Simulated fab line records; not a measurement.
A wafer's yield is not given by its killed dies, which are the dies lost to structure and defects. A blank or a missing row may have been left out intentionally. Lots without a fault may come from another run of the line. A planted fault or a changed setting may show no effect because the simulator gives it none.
A lot that was struck, set against a sound lot -- flow sky130 -- 17 steps out of a route of 708
Sound: the wafers L564.4, L564.5, L564.6. The struck wafers were L553.2, L553.3, L553.6. The cause comes at the end.
For every step that has rows: the tool of each side, followed by ch and its chambers, followed by its first start. Under that, the readings that differ: sound wafers -- struck wafers -- difference of the means -- sigmas: that difference in standard deviations of wafers without a fault.
alike: a reading whose means differ by less than 2 such deviations, as well as words and numbers matching on both sides. not compared: withheld readings; readings where some wafer has no value; bounds like >300 that might hide an equal value; numbers whose values overlap and for which the record gives no deviation.
The two part at a step that has a row with sigmas, a row that says differs or no value, or rows on one side only. Numbers that don't overlap but have no deviation are shown without sigmas and don't part them. A reading that every wafer of one side lacks parts them only if that side has two wafers or more.

first, 3 steps without rows for these wafers: SKY_POLY_CUT_EXPOSE_05 (exposes mask NPCM, target cd 270 nm); SKY_POLY_CUT_PEB_06; SKY_POLY_CUT_DEVELOP_07 (develop time 60 s).
SKY_POLY_CUT_CD_MEAS_08: the cd target is 270 nm.
  sound: cdSem-01 at day 30 05:26; struck: cdSem-02 at day 26 08:52
  alike: cdNm
SKY_POLY_CUT_OVL_MEAS_09:
  sound: overlay-02 at day 30 05:31; struck: overlay-02 at day 26 08:58
  alike: POLY_CUT_OVL
SKY_POLY_CUT_ETCH_10: etches BARC in N2/H2, stops on SiO2, time 45.9 s, target depth 60 nm.
  sound on rieDiel-03 ch 1,2,3, day 30 05:32; struck on rieDiel-03 ch 1,2, day 26 09:00
  alike: drypumpMotorCurrentA, oesProductAu, throttleValvePct
  not compared: rfHoursCounterH
SKY_POLY_CUT_ETCH_11: etches Si3N4 in CF4/CH2F2/Ar, stops on poly-Si, time 42.5 s, target depth 60 nm.
  sound on rieDiel-03 ch 1,2,3, day 30 05:35; struck on rieDiel-03 ch 1,2, day 26 09:02
  alike: drypumpMotorCurrentA, oesProductAu, throttleValvePct
  not compared: rfHoursCounterH
SKY_POLY_CUT_STRIP_12: strips in O2/N2.
  sound on plasmaAsher-04 ch 0,1, day 30 05:39; struck on plasmaAsher-01 ch 0,1, day 26 09:05
  alike: drypumpMotorCurrentA, o2FlowSccm, oesProductAu, stripTimeToEndpointS
  not compared: rfHoursCounterH
then, 4 steps without rows for these wafers: SKY_SD_P_DEHYDRATE_00 (time 60 s); SKY_SD_P_HMDS_01 (prime time 60 s); SKY_SD_P_COAT_02 (resist thk 1140 nm); SKY_SD_P_SOFTBAKE_03 (time 60 s).
SKY_SD_P_EXPOSE_04: exposes mask PSDM, target cd 380 nm.
  sound on ilineStepper-01 ch 0, day 30 20:00; struck on ilineStepper-02 ch 0, day 26 23:52
reading,sound,struck,difference,sigmas
mask,PSDM#0 PSDM#0 PSDM#0,PSDM_R1#0 PSDM_R1#0 PSDM_R1#0,differs,
exposureDoseMJCm2,138.24 138.17 138.09,137.94 137.79 137.80,-0.32,-2
then, 2 steps without rows for these wafers: SKY_SD_P_PEB_05; SKY_SD_P_DEVELOP_06 (develop time 60 s).
SKY_SD_P_CD_MEAS_07: the cd target is 380 nm.
  sound: cdSem-02 at day 31 09:56; struck: cdSem-02 at day 27 14:18
reading,sound,struck,difference,sigmas
cdNm (nm),377.5 379.6 376.4,406.0 408.2 407.0,+29.2,+12
SKY_SD_P_OVL_MEAS_08:
  sound: overlay-01 at day 31 10:01; struck: overlay-02 at day 27 14:25
  alike: SD_P_OVL

WHERE THEY PART
Last at SKY_SD_P_CD_MEAS_07 as far as this record goes, first at SKY_SD_P_EXPOSE_04. Later steps at which nothing parts them and some readings are alike: SKY_SD_P_OVL_MEAS_08.

WHY: what had been put in by the simulator
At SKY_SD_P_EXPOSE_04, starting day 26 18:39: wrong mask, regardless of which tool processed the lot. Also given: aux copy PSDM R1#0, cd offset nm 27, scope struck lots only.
